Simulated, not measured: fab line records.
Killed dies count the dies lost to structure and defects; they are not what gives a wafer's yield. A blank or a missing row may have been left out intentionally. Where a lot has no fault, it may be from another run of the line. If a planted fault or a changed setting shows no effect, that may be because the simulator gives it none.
Which tool is to blame? -- flow gf180mcu -- 6 lots with 18 wafers sampled at 2 steps, on a route of 602 steps

== WHAT THE GAUGES READ, wafer by wafer ==
GF_V5_THK_MEAS_03.
lot,measured,on,V5_CVD_02_THK (nm)
L405,day 26 10:16,film-metro-03,1443 1454 1452
L410,day 28 03:29,film-metro-04,1441 1439 1447
L414,day 29 12:33,film-metro-04,1446 1396 1446
L417,day 30 14:16,film-metro-03,1452 1464 1472
L421,day 31 14:53,film-metro-03,1432 1455 1467
L425,day 32 09:16,film-metro-04,1428 1476 1440

== WHICH TOOL RAN EACH LOT (tool, then ch and the chambers of the sampled wafers, then the start) ==
lot,GF_V4_CLEAN_20
L405,"wet-bench-02 ch 0, day 24 12:08"
L410,"wet-bench-03 ch 0, day 26 08:56"
L414,"wet-bench-01 ch 1, day 27 19:35"
L417,"wet-bench-01 ch 3, day 28 21:45"
L421,"wet-bench-01 ch 0, day 30 01:17"
L425,"wet-bench-03 ch 3, day 30 19:28"
- GF_V4_CLEAN_20: cleans in DIW.

== THE ANSWER, worked out from the rows above alone ==
Rule: what is usual is taken from the lots themselves. Put in order of their means at a reading, lots are off if they are a third of the lots or fewer, leave a main group of 4 or more, and stand apart from it by a gap of 3 or more times the standard deviation of the main group's means; of several such gaps the widest counts. A main group is skipped when, at the precision printed for the reading in the tables above, its means are all equal. A lot without any number at a reading at which 4 lots or more have one is off too. The other lots that the step has rows for count as sound.
Across all readings shown, no lot is off: no conclusion can be drawn from this.

== WHAT THE SIMULATOR HAD PUT IN ==
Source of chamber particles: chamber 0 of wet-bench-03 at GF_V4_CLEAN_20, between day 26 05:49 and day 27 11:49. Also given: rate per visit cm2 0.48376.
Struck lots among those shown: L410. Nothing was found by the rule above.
